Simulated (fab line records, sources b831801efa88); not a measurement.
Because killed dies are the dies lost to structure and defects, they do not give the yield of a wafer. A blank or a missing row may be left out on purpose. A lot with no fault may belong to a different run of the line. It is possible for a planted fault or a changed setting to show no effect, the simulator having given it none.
Matching of chambers | flow sky130 | rie-diel-02 running SKY_VIA3_ETCH_14: 4 sister chambers
The step etches BARC in N2/H2, stops on SiO2, time 45.9 s, target depth 60 nm. 4 wafers are shown with their chamber, then 7 later ones without.

## EACH WAFER AND ITS CHAMBER
wafer  | chamber | drypump-motor-current-A (A)
L338.5 | 0       | 5.7
L349.6 | 1       | 5.3
L351.2 | 3       | 5.1
L351.3 | 2       | 5.6

## WAFERS MISSING THEIR CHAMBER
wafer  | drypump-motor-current-A (A)
L351.4 | 5.7
L357.1 | 5.6
L357.2 | 5.3
L357.6 | 5.0
L360.1 | 5.0
L360.3 | 5.6
L360.5 | 5.6

## WHICH CHAMBER EACH ONE RAN IN
wafer  | from the rows above     | in truth
L351.4 | can't be placed: 0 or 2 | 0
L357.1 | can't be placed: 2 or 0 | 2
L357.2 | 1                       | 1
L357.6 | 3                       | 3
L360.1 | 3                       | 3
L360.3 | can't be placed: 2 or 0 | 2
L360.5 | can't be placed: 2 or 0 | 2
3 of 7 placed correctly. These rows do not allow placing 4 (true chamber among the candidates in 4). Wrongly placed: 0.
How it was worked out, from the rows above alone: a wafer's distance from a chamber is the root of the sum, over the readings, of the square of ((its reading less the chamber's mean) divided by the reading's scatter). The wafer belongs to the nearest chamber; if the next one is less than 2 further off, it can't be placed. Each chamber's mean is taken over the wafers shown for it. The scatter: with one shown wafer a chamber, the root of the mean of the squares of how far each hidden wafer lies from its nearest shown one.
